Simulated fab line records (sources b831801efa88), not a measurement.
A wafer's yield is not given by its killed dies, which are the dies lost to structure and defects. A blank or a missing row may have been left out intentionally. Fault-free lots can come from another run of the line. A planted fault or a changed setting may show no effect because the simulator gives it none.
fab line records | flow sky130
[record] lots = 6 | wafers = 18 | last_day = 49
route steps=708 shown METAL3@556 PAD_OPEN@708
lots with no fault: from the same line, run without faults
start_h: hours from the record's opening day to when the first of the lot's shown wafers began | wait_h: hours from the lot's prior step to this one | " repeats the value in the row above | L1.1+2: a row that stands for several wafers | - no value, or no start was given | * or withheld: withheld | < > ~ a bound
route shown NAME@n: NAME is a module with steps in the file, n the number in the route of the first one | usual: average and standard deviation across the fault-free wafers | same: alike in all rows | chamber/n: place in a boat | sites: the reading at each site | _std_site: how widely they spread, as a standard deviation | _edge_site: inner sites' mean taken away from outer sites' mean | radius_mm: for every site, how far away it sits from the centre of the wafer | mask NAME#n: copy n | behind: tool/chamber where the wafer was last shaped | hold: cause of the lot's hold/its duration in hours/its outcome | device: transistor that didn't switch, given as n, p or np | end of line: the tests these same wafers got at the end of their route | where a step has no rows: the recipe by itself | killed: not the wafer's yield, but the dies lost to structure and defects at the first sort | map: the dies of a wafer, with x for killed, . for not killed, _ for no die there
set.NAME: the setting that was run; set.NAME@STEP: the one run at that earlier step | model.NAME: the simulator's own value behind a step, which no gauge read
a table for each step, a row for each wafer; lots at some steps of the route
services: from which hour (start_h, from the record's first day; less than 0 if before it) a tool's chamber was out of use, for how many hours, and why
[[steps]]
[step SKY_METAL3_HMDS_06]
[recipe] prime_time_s = 60 | prime_temp_c = 120
[step SKY_METAL3_COAT_07]
[recipe] resist = BARC | temp_c = withheld | time_s = withheld | spin_rpm = 3000 | resist_thk_nm = 60
[step SKY_METAL3_COAT_08]
[recipe] resist = KrF-thick | spin_rpm = 3000 | resist_thk_nm = 1140
[step SKY_METAL3_SOFTBAKE_09]
[recipe] temp_c = 100 | time_s = 90 | resist = KrF-thick
[step SKY_METAL3_EXPOSE_10]
[recipe] mask_id = MM3 | na = 0.68 | source_shape = annular | sigma_inner = 0.4 | sigma_outer = 0.8 | target_cd_nm = 300 | dose_mj = 28
[step SKY_METAL3_PEB_11]
[recipe] peb_temp_c = withheld | peb_time_s = withheld | resist = KrF-thick
[step SKY_METAL3_DEVELOP_12]
[recipe] develop_time_s = 60 | resist = KrF-thick | dev_temp_c = 21
[step SKY_METAL3_CD_MEAS_13]
[recipe] target_cd_nm = 300
[usual] cd_nm = 300.1/1.3
lot.wafer | tool      | chamber | start_h | wait_h | cd_nm
L464.1    | cd_sem-01 | -       | 901.97  | -      | 299.4
L464.2    | "         | -       | "       | "      | 298.9
L464.3    | "         | -       | "       | "      | 300.6
L467.1    | cd_sem-01 | -       | 928.22  | -      | 299.0
L467.5    | "         | -       | "       | "      | 298.6
L467.6    | "         | -       | "       | "      | 298.3
L468.1    | cd_sem-01 | -       | 937.82  | -      | 299.1
L468.2    | "         | -       | "       | "      | 301.0
L468.5    | "         | -       | "       | "      | 300.0
L479.1    | cd_sem-02 | -       | 1016.93 | -      | 299.2
L479.2    | "         | -       | "       | "      | 299.9
L479.4    | "         | -       | "       | "      | 299.8
L483.2    | cd_sem-01 | -       | 1037.05 | -      | 303.2
L483.3    | "         | -       | "       | "      | 302.4
L483.5    | "         | -       | "       | "      | 302.8
L484.1    | cd_sem-01 | -       | 1043.42 | -      | 300.5
L484.3    | "         | -       | "       | "      | 300.1
L484.4    | "         | -       | "       | "      | 300.6
[step SKY_METAL3_OVL_MEAS_14]
[usual] METAL3_OVL = 2/4.7
lot.wafer | tool       | chamber | start_h | wait_h | METAL3_OVL[nm]
L464.1    | overlay-02 | -       | 902.09  | 0.1    | 4
L464.2    | "          | -       | "       | "      | 8
L464.3    | "          | -       | "       | "      | 8
L467.1    | overlay-01 | -       | 928.34  | 0.1    | 3
L467.5    | "          | -       | "       | "      | 4
L467.6    | "          | -       | "       | "      | 11
L468.1    | overlay-02 | -       | 937.94  | 0.1    | 1
L468.2    | "          | -       | "       | "      | 1
L468.5    | "          | -       | "       | "      | 4
L479.1    | overlay-02 | -       | 1017.05 | 0.1    | -1
L479.2    | "          | -       | "       | "      | 4
L479.4    | "          | -       | "       | "      | 1
L483.2    | overlay-01 | -       | 1037.15 | 0.1    | 0
L483.3    | "          | -       | "       | "      | -4
L483.5    | "          | -       | "       | "      | -1
L484.1    | overlay-02 | -       | 1043.54 | 0.1    | 1
L484.3    | "          | -       | "       | "      | 1
L484.4    | "          | -       | "       | "      | 9
[step SKY_METAL3_DESCUM_15]
[recipe] chemistry = O2 | source_power_w = 150 | bias_power_w = 0 | pressure_mtorr = 10 | temp_c = 40 | time_s = 8
[usual] drypump_motor_current_A = 6.0/0.34 | oes_product_au = 0.998/0.0089
[same] time_s = 8
lot.wafer | tool         | chamber | start_h | wait_h | drypump_motor_current_A | oes_product_au | rf_hours_counter_h
L464.1    | rie_metal-04 | 0       | 902.13  | 0.0    | 5.9                     | 0.998          | 10
L464.2    | "            | 1       | "       | "      | 5.5                     | 1.008          | 9
L464.3    | "            | 1       | "       | "      | 5.5                     | 1.014          | -
L467.1    | rie_metal-04 | 0       | 928.38  | 0.0    | 5.9                     | 0.982          | 11
L467.5    | "            | 1       | "       | "      | 5.5                     | 1.010          | -
L467.6    | "            | 0       | "       | "      | 6.0                     | 0.989          | -
L468.1    | rie_metal-01 | 1       | 937.98  | 0.0    | 6.4                     | 1.001          | 11
L468.2    | "            | 0       | "       | "      | 6.4                     | 1.003          | 17
L468.5    | "            | 1       | "       | "      | 6.4                     | 0.995          | -
L479.1    | rie_metal-03 | 1       | 1017.08 | 0.0    | 5.9                     | 0.996          | 13
L479.2    | "            | 0       | "       | "      | 6.1                     | 0.993          | 11
L479.4    | "            | 1       | "       | "      | 5.9                     | 0.989          | -
L483.2    | rie_metal-04 | 1       | 1037.18 | 0.0    | 5.5                     | 1.004          | 16
L483.3    | "            | 1       | "       | "      | 5.5                     | 1.004          | -
L483.5    | "            | 0       | "       | "      | 5.9                     | 0.988          | -
L484.1    | rie_metal-01 | 1       | 1043.58 | 0.0    | 6.4                     | 1.008          | 17
L484.3    | "            | 1       | "       | "      | 6.4                     | 1.006          | -
L484.4    | "            | 0       | "       | "      | 6.4                     | 1.013          | -
[step SKY_METAL3_ETCH_16]
[recipe] chemistry = N2/H2 | target = BARC | ion_energy_ev = 200 | bias_w = 100 | pressure_mtorr = 30 | n2_flow_sccm = 100 | h2_flow_sccm = 200 | icp_w = 500 | stop_on = SiO2 | time_s = 88.2 | target_depth_a = 600
[usual] bias_w = 100.0/0.3 | drypump_motor_current_A = 6.0/0.34 | h2_flow_sccm = 200.0/0.64 | oes_product_au = 0.626/0.0046 | run_length_s = 116.8/0.89 | throttle_valve_pct = 13.203/0.0097
[same] time_s = 88.2
lot.wafer | tool         | chamber | start_h | wait_h | bias_w | drypump_motor_current_A | h2_flow_sccm | oes_product_au | rf_hours_counter_h | run_length_s | throttle_valve_pct
L464.1    | rie_metal-04 | 0       | 902.16  | 0.0    | 100.0  | 6.0                     | 200.0        | 0.621          | 10                 | 116.0        | 13.214
L464.2    | "            | 1       | "       | "      | 100.6  | 5.5                     | 200.0        | 0.625          | 9                  | 116.2        | 13.198
L464.3    | "            | 1       | "       | "      | 100.1  | 5.5                     | 200.0        | 0.631          | -                  | 116.6        | 13.199
L467.1    | rie_metal-04 | 0       | 928.41  | 0.0    | 99.9   | 6.0                     | 198.9        | 0.627          | 11                 | 116.5        | 13.191
L467.5    | "            | 1       | "       | "      | 100.2  | 5.5                     | 201.5        | 0.620          | -                  | 116.3        | 13.204
L467.6    | "            | 0       | "       | "      | 100.0  | 6.0                     | 199.8        | 0.624          | -                  | 116.1        | 13.209
L468.1    | rie_metal-01 | 1       | 938.01  | 0.0    | 100.6  | 6.4                     | 199.8        | 0.625          | 11                 | 116.6        | 13.196
L468.2    | "            | 0       | "       | "      | 100.3  | 6.4                     | 200.1        | 0.628          | 17                 | 116.5        | 13.205
L468.5    | "            | 1       | "       | "      | 100.0  | 6.5                     | 200.1        | 0.634          | -                  | 116.6        | 13.202
L479.1    | rie_metal-03 | 1       | 1017.11 | 0.0    | 99.9   | 5.9                     | 200.4        | 0.624          | 13                 | 116.7        | 13.198
L479.2    | "            | 0       | "       | "      | 100.1  | 6.2                     | 199.7        | 0.620          | 11                 | 116.2        | 13.210
L479.4    | "            | 1       | "       | "      | 100.1  | 5.9                     | 200.8        | 0.621          | -                  | 116.9        | 13.212
L483.2    | rie_metal-04 | 1       | 1037.22 | 0.0    | 100.1  | 5.5                     | 199.4        | 0.622          | 16                 | 119.3        | 13.216
L483.3    | "            | 1       | "       | "      | 100.0  | 5.5                     | 200.2        | 0.622          | -                  | 119.4        | 13.201
L483.5    | "            | 0       | "       | "      | 100.2  | 5.9                     | 199.8        | 0.628          | -                  | 119.9        | 13.203
L484.1    | rie_metal-01 | 1       | 1043.61 | 0.0    | 100.1  | 6.5                     | 200.7        | 0.628          | 17                 | 117.1        | 13.200
L484.3    | "            | 1       | "       | "      | 99.8   | 6.4                     | 200.9        | 0.624          | -                  | 116.7        | 13.198
L484.4    | "            | 0       | "       | "      | 100.5  | 6.4                     | 199.9        | 0.623          | -                  | 116.5        | 13.196
[step SKY_METAL3_ETCH_17]
[recipe] target = SiO2 | stop_on = TiN | chemistry = C4F8/O2/Ar | source_w = 1500 | bias_w = 1200 | pressure_mtorr = 40 | c4f8_flow_sccm = withheld | O2_flow_sccm = 6 | Ar_flow_sccm = 300 | time_s = 3.9 | target_depth_a = 150
[usual] bias_w = 1200/3.8 | oes_product_au = 0.754/0.0069
[same] time_s = 3.9
lot.wafer | tool        | chamber | start_h | wait_h | bias_w | oes_product_au | rf_hours_counter_h
L464.1    | rie_diel-04 | 1       | 902.26  | 0.1    | 1198   | 0.767          | 12
L464.2    | "           | 0       | "       | "      | 1201   | 0.756          | 11
L464.3    | "           | 3       | "       | "      | 1196   | 0.759          | 6
L467.1    | rie_diel-02 | 2       | 928.51  | 0.1    | 1204   | 0.754          | 6
L467.5    | "           | 3       | "       | "      | 1199   | 0.763          | -
L467.6    | "           | 2       | "       | "      | 1197   | 0.769          | -
L468.1    | rie_diel-04 | 1       | 938.11  | 0.1    | 1205   | 0.748          | 14
L468.2    | "           | 3       | "       | "      | 1203   | 0.749          | 8
L468.5    | "           | 2       | "       | "      | 1201   | 0.755          | -
L479.1    | rie_diel-01 | 2       | 1017.21 | 0.1    | 1198   | 0.754          | 13
L479.2    | "           | 3       | "       | "      | 1202   | 0.746          | 11
L479.4    | "           | 0       | "       | "      | 1201   | 0.752          | -
L483.2    | rie_diel-04 | 3       | 1037.36 | 0.1    | 1205   | 0.754          | 11
L483.3    | "           | 1       | "       | "      | 1201   | 0.752          | 17
L483.5    | "           | 3       | "       | "      | 1203   | 0.767          | -
L484.1    | rie_diel-01 | 3       | 1043.71 | 0.1    | 1201   | 0.748          | 12
L484.3    | "           | 2       | "       | "      | 1199   | 0.755          | 14
L484.4    | "           | 0       | "       | "      | 1206   | 0.755          | 12
[step SKY_METAL3_METAL_ETCH_18]
[recipe] target_depth_a = 8450 | stop_on = SiO2 | over_etch_frac = 0.3 | time_s = 183.1 | chemistry = Cl2/BCl3 | resist_sidewall_deg = 88 | pressure_mtorr = 10 | icp_w = 900 | bias_w = 48.5 | Cl2_flow_sccm = 60 | bcl3_flow_sccm = 30
[usual] bcl3_flow_sccm = 29.98/0.082 | bias_w = 48.50/0.16 | drypump_motor_current_A = 6.1/0.31 | oes_product_au = 0.864/0.0064 | run_length_s = 211.6/0.72 | throttle_valve_pct = 22.265/0.0084
lot.wafer | tool         | chamber | start_h | wait_h | bcl3_flow_sccm | bias_w | drypump_motor_current_A | oes_product_au | rf_hours_counter_h | run_length_s | throttle_valve_pct | model.KrF-thick_of_METAL3_COAT_08.thk_nm | model.METAL3.cd_nm | model.SiO2_of_VIA2_HDPCVD_00.thk_nm
L464.1    | rie_metal-03 | 1       | 902.28  | 0.0    | 29.98          | 48.49  | 5.9                     | 0.855          | 8                  | 211.7        | 22.262             | 517.5                                    | 294.7              | 464.2
L464.2    | "            | 0       | "       | "      | 29.90          | 48.64  | 6.2                     | 0.863          | 5                  | 211.8        | 22.278             | 530.3                                    | 302.2              | 464.2
L464.3    | "            | 1       | "       | "      | 29.90          | 48.56  | 5.9                     | 0.864          | -                  | 212.3        | 22.273             | 526.4                                    | 297.2              | 466
L467.1    | rie_metal-03 | 1       | 928.53  | 0.0    | 29.89          | 48.46  | 5.9                     | 0.848          | 9                  | 212.0        | 22.256             | 534.3                                    | 296.7              | 465.1
L467.5    | "            | 0       | "       | "      | 29.97          | -      | 6.2                     | 1.003          | -                  | 182.0        | 22.257             | 624.2                                    | 309.4              | 469.8
L467.6    | "            | 1       | "       | "      | 29.98          | 48.54  | 5.9                     | 0.848          | -                  | 211.6        | 22.257             | 538.2                                    | 295.5              | 467.3
L468.1    | rie_metal-03 | 1       | 938.12  | 0.0    | 30.07          | 48.77  | 5.9                     | 0.868          | 9                  | 215.0        | 22.264             | 524.6                                    | 295.9              | 465.7
L468.2    | "            | 0       | "       | "      | 30.18          | -      | 6.2                     | 1.002          | 7                  | 184.9        | 22.274             | 616.6                                    | 311.4              | 470.1
L468.5    | "            | 0       | "       | "      | 29.99          | -      | 6.2                     | 0.991          | -                  | 185.2        | 22.265             | 616.4                                    | 309.6              | 469.5
L479.1    | rie_metal-04 | 0       | 1017.23 | 0.0    | 30.01          | 48.36  | 5.9                     | 0.856          | 16                 | 211.4        | 22.267             | 544.9                                    | 298.6              | 466.9
L479.2    | "            | 1       | "       | "      | 29.99          | 48.41  | 5.5                     | 0.869          | 15                 | 211.5        | 22.262             | 532                                      | 297.5              | 466.5
L479.4    | "            | 0       | "       | "      | 30.02          | 48.38  | 6.0                     | 0.861          | -                  | 210.9        | 22.275             | 544.5                                    | 300.4              | 466
L483.2    | rie_metal-01 | 1       | 1037.37 | 0.0    | 30.15          | 48.53  | 6.4                     | 0.866          | 17                 | 211.5        | 22.256             | 527.5                                    | 301.8              | 465.4
L483.3    | "            | 0       | "       | "      | 30.05          | 48.67  | 6.4                     | 0.868          | -                  | 211.7        | 22.271             | 520.7                                    | 300.3              | 465.8
L483.5    | "            | 1       | "       | "      | 30.06          | 48.58  | 6.4                     | 0.872          | -                  | 211.9        | 22.249             | 532.2                                    | 304.7              | 466
L484.1    | rie_metal-03 | 1       | 1043.73 | 0.0    | 30.06          | 48.62  | 5.9                     | 0.867          | 15                 | 211.9        | 22.281             | 530.6                                    | 295.8              | 464.4
L484.3    | "            | 1       | "       | "      | 29.94          | 48.37  | 5.9                     | 0.868          | -                  | 212.1        | 22.267             | 526.2                                    | 294.3              | 464.9
L484.4    | "            | 0       | "       | "      | 29.81          | 48.41  | 6.2                     | 0.859          | -                  | 211.6        | 22.264             | 528.2                                    | 303                | 465
[step SKY_METAL3_STRIP_19]
[recipe] chemistry = O2/N2 | power_w = 1400 | pressure_mtorr = 1500 | platen_temp_c = withheld | o2_flow_sccm = 3000 | n2_flow_sccm = 300 | overash_fraction = 0.5
[usual] drypump_motor_current_A = 5.9/0.32 | o2_flow_sccm = 2999/9.7 | oes_product_au = 0.504/0.0047 | strip_time_to_endpoint_s = 6.56/0.067
lot.wafer | tool            | chamber | start_h | wait_h | drypump_motor_current_A | o2_flow_sccm | oes_product_au | rf_hours_counter_h | strip_time_to_endpoint_s
L464.1    | plasma_asher-03 | 1       | 902.46  | 0.1    | 5.7                     | 3005         | 0.496          | 101                | 6.43
L464.2    | "               | 0       | "       | "      | 5.6                     | 3011         | 0.498          | 101                | 6.57
L464.3    | "               | 0       | "       | "      | 5.6                     | 3015         | 0.499          | -                  | 6.54
L467.1    | plasma_asher-03 | 1       | 928.71  | 0.1    | 5.7                     | 3002         | 0.505          | 103                | 6.61
L467.5    | "               | 1       | "       | "      | 5.7                     | 2989         | 0.545          | -                  | 7.48
L467.6    | "               | 0       | "       | "      | 5.7                     | 2995         | 0.501          | -                  | 6.65
L468.1    | plasma_asher-03 | 0       | 938.36  | 0.2    | 5.7                     | 2994         | 0.506          | 104                | 6.51
L468.2    | "               | 1       | "       | "      | 5.7                     | 3005         | 0.542          | 104                | 7.40
L468.5    | "               | 1       | "       | "      | 5.7                     | 2994         | 0.540          | -                  | 7.42
L479.1    | plasma_asher-01 | 1       | 1017.41 | 0.1    | 6.0                     | 2992         | 0.509          | 55                 | 6.70
L479.2    | "               | 0       | "       | "      | 6.5                     | 3002         | 0.507          | 55                 | 6.58
L479.4    | "               | 0       | "       | "      | 6.5                     | 3004         | 0.508          | -                  | 6.71
L483.2    | plasma_asher-01 | 0       | 1037.55 | 0.1    | 6.5                     | 2971         | 0.506          | 57                 | 6.53
L483.3    | "               | 1       | "       | "      | 6.0                     | 2999         | 0.498          | -                  | 6.49
L483.5    | "               | 1       | "       | "      | 6.0                     | 3002         | 0.504          | -                  | 6.59
L484.1    | plasma_asher-03 | 0       | 1043.90 | 0.1    | 5.7                     | 2988         | 0.503          | 116                | 6.58
L484.3    | "               | 1       | "       | "      | 5.7                     | 3001         | 0.497          | -                  | 6.53
L484.4    | "               | 0       | "       | "      | 5.7                     | 2986         | 0.503          | -                  | 6.54
[step SKY_METAL3_STRIP_20]
[recipe] chemistry = post_etch_residue_remover | time_s = 1200 | temp_c = 72.5
[step SKY_PAD_OPEN_PROBE_99]
lot.wafer | tool      | chamber | start_h | wait_h | model.etest.met3.width_nm | model.etest.met3_comb.leak_log10_a_um | model.etest.met3.line_ohm_um
L464.1    | prober-02 | -       | 1073.46 | 0.1    | 297.6                     | -11.88                                | 0.1438
L464.2    | prober-02 | -       | 1073.51 | 0.1    | 302.3                     | -11.87                                | 0.1427
L464.3    | prober-02 | -       | 1073.56 | 0.2    | 297.6                     | -12.05                                | 0.1454
L467.1    | prober-01 | -       | 1095.54 | 0.1    | 295.9                     | -12.07                                | 0.1485
L467.5    | prober-01 | -       | 1095.74 | 0.2    | 311.8                     | -11.71                                | 0.1386
L467.6    | prober-01 | -       | 1095.79 | 0.2    | 293.3                     | -12.03                                | 0.1475
L468.1    | prober-02 | -       | 1103.62 | 0.1    | 298.6                     | -11.99                                | 0.1427
L468.2    | prober-02 | -       | 1103.67 | 0.1    | 306.6                     | -11.53                                | 0.1405
L468.5    | prober-02 | -       | 1103.82 | 0.2    | 307.1                     | -11.4                                 | 0.1399
L479.1    | prober-01 | -       | 1167.59 | 0.1    | 303.8                     | -12.15                                | 0.1438
L479.2    | prober-01 | -       | 1167.64 | 0.1    | 297.7                     | -11.98                                | 0.1444
L479.4    | prober-01 | -       | 1167.74 | 0.2    | 299                       | -11.91                                | 0.1431
L483.2    | prober-01 | -       | 1183.34 | 0.1    | 303.4                     | -11.89                                | 0.1407
L483.3    | prober-01 | -       | 1183.39 | 0.2    | 298.5                     | -11.98                                | 0.1427
L483.5    | prober-01 | -       | 1183.49 | 0.2    | 300.4                     | -12.19                                | 0.1393
L484.1    | prober-02 | -       | 1187.33 | 0.1    | 296.9                     | -12.11                                | 0.1429
L484.3    | prober-02 | -       | 1187.43 | 0.2    | 295.4                     | -12.12                                | 0.1446
L484.4    | prober-02 | -       | 1187.48 | 0.2    | 305.6                     | -12.18                                | 0.1415
// killed by level:class
L464.1 VIA1:geometric_particle:open=17 CONTACT:geometric_particle:open=12 CONTACT:geometric_particle:short=10 VIA3:geometric_particle:open=7 POLY_GATE:geometric_particle:open=5 LI_CONTACT:geometric_particle:open=5 POLY_GATE:geometric_particle:short=4 LOCAL_INTERCONNECT:geometric_particle:short=4
L464.2 VIA1:geometric_particle:open=10 CONTACT:geometric_particle:short=8 METAL2:geometric_particle:short=7 METAL1:geometric_particle:short=7 CONTACT:geometric_particle:open=6 VIA2:geometric_particle:open=6 VIA3:geometric_particle:open=6 LOCAL_INTERCONNECT:geometric_particle:open=5
L464.3 METAL2:geometric_particle:short=8 VIA1:geometric_particle:open=7 VIA2:geometric_particle:open=7 CONTACT:geometric_particle:short=6 VIA3:geometric_particle:open=6 LI_CONTACT:geometric_particle:open=5 METAL1:geometric_particle:short=5 LOCAL_INTERCONNECT:geometric_particle:short=5
L467.1 VIA1:geometric_particle:open=14 METAL1:geometric_particle:short=10 METAL2:geometric_particle:short=8 VIA1:geometric_particle:short=8 VIA3:geometric_particle:short=7 POLY_GATE:geometric_particle:short=6 LI_CONTACT:geometric_particle:short=5 VIA2:geometric_particle:open=5
L467.5 VIA1:geometric_particle:open=17 VIA1:geometric_particle:short=9 CONTACT:geometric_particle:open=8 VIA2:geometric_particle:open=8 POLY_GATE:geometric_particle:short=5 POLY_GATE:geometric_particle:open=5 METAL1:geometric_particle:short=4 METAL2:geometric_particle:short=4
L467.6 VIA1:geometric_particle:open=16 CONTACT:geometric_particle:open=9 LI_CONTACT:geometric_particle:open=8 VIA3:geometric_particle:open=8 CONTACT:geometric_particle:short=7 METAL2:geometric_particle:short=6 POLY_GATE:geometric_particle:short=6 VIA2:geometric_particle:open=6
L479.1 VIA1:geometric_particle:open=10 VIA3:geometric_particle:open=9 CONTACT:geometric_particle:open=8 METAL2:geometric_particle:short=7 VIA2:geometric_particle:open=5 METAL4:geometric_particle:short=5 LI_CONTACT:geometric_particle:open=4 CONTACT:geometric_particle:short=4
L479.2 VIA1:geometric_particle:open=9 CONTACT:geometric_particle:open=8 VIA1:geometric_particle:short=8 METAL1:geometric_particle:short=7 VIA2:geometric_particle:open=7 CONTACT:geometric_particle:short=6 METAL2:geometric_particle:short=6 METAL3:geometric_particle:short=6
L479.4 CONTACT:geometric_particle:open=13 VIA1:geometric_particle:open=10 METAL2:geometric_particle:short=8 POLY_GATE:geometric_particle:open=5 LOCAL_INTERCONNECT:geometric_particle:short=5 FIELD_ISO:geometric_particle:short=4 VIA2:geometric_particle:open=4 LI_CONTACT:geometric_particle:open=3
L483.2 VIA1:geometric_particle:open=9 VIA2:geometric_particle:open=8 CONTACT:geometric_particle:open=7 FIELD_ISO:geometric_particle:open=6 LI_CONTACT:geometric_particle:open=5 LOCAL_INTERCONNECT:geometric_particle:short=5 METAL1:geometric_particle:short=5 METAL2:geometric_particle:short=5
L483.3 VIA1:geometric_particle:open=14 LOCAL_INTERCONNECT:geometric_particle:short=8 METAL1:geometric_particle:short=8 CONTACT:geometric_particle:open=7 VIA1:geometric_particle:short=6 FIELD_ISO:geometric_particle:open=5 VIA2:geometric_particle:open=5 VIA3:geometric_particle:short=5
L483.5 VIA1:geometric_particle:open=15 METAL2:geometric_particle:short=6 VIA1:geometric_particle:short=5 CONTACT:geometric_particle:open=4 LI_CONTACT:geometric_particle:open=4 METAL1:geometric_particle:short=4 VIA2:geometric_particle:open=4 SPACER:geometric_particle:open=3
L484.1 VIA1:geometric_particle:open=11 CONTACT:geometric_particle:open=8 FIELD_ISO:geometric_particle:open=6 METAL1:geometric_particle:short=5 VIA1:geometric_particle:short=5 METAL3:geometric_particle:short=5 FIELD_ISO:geometric_particle:short=4 LI_CONTACT:geometric_particle:open=4
L484.3 VIA1:geometric_particle:open=9 VIA3:geometric_particle:open=8 LI_CONTACT:geometric_particle:open=7 CONTACT:geometric_particle:short=6 METAL2:geometric_particle:short=5 METAL3:geometric_particle:short=4 FIELD_ISO:geometric_particle:short=3 VIA1:geometric_particle:short=3
L484.4 CONTACT:geometric_particle:open=10 METAL2:geometric_particle:short=7 VIA1:geometric_particle:open=7 VIA1:geometric_particle:short=7 POLY_GATE:geometric_particle:short=6 METAL1:geometric_particle:short=6 LI_CONTACT:geometric_particle:open=5 VIA3:geometric_particle:open=5
[[services]]
tool            | chamber | start_h | hours | kind
rie_metal-01    | -       | 902.07  | 1.4   | pm
rie_metal-03    | 1       | 909.49  | 4.4   | repair
rie_diel-02     | 0       | 925.98  | 8.3   | repair
rie_metal-04    | -       | 966.03  | 0.4   | repair
rie_diel-04     | 3       | 982.54  | 6.4   | repair
rie_diel-04     | 0       | 998.54  | 7.8   | repair
rie_diel-01     | 1       | 1011.78 | 5.8   | repair
rie_diel-04     | 2       | 1040.70 | 7.4   | repair
plasma_asher-01 | -       | 1042.24 | 1.0   | repair
[[key]]
[first_sign] step = SKY_METAL3_METAL_ETCH_18 | reading = run_length_s | direction = down | sigmas = 38 | usual = * | struck = *
[effect] step = SKY_METAL3_METAL_ETCH_18 | reading = oes_product_au | direction = up | sigmas = 21 | usual = 0.864 | struck = 0.999
[effect] step = SKY_METAL3_STRIP_19 | reading = strip_time_to_endpoint_s | direction = up | sigmas = 13 | usual = * | struck = *
[model_effect] step = SKY_METAL3_METAL_ETCH_18 | value = KrF-thick_of_METAL3_COAT_08.thk_nm | without = 532.2 | struck = 619.1
[model_effect] step = SKY_PAD_OPEN_PROBE_99 | value = etest.met3.width_nm | without = 299 | struck = 308.5
met_at SKY_METAL3_METAL_ETCH_18
struck_wafers L467.5,L468.2,L468.5
sort_left_out L468.2,L468.5
onset_between 902.28 928.53
[fault] kind = process_parameter_drift | tool = rie_metal-03 | chamber = 0 | onset_h = 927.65 | steps = SKY_METAL3_METAL_ETCH_18 | channel = time_s | offset = * | shape = step | end_h = 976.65 | acts_in = * | stated = *
// sort_left_out: the simulated sort isn't trusted on such a fault, so these wafers' sort isn't shown, and their yield isn't known
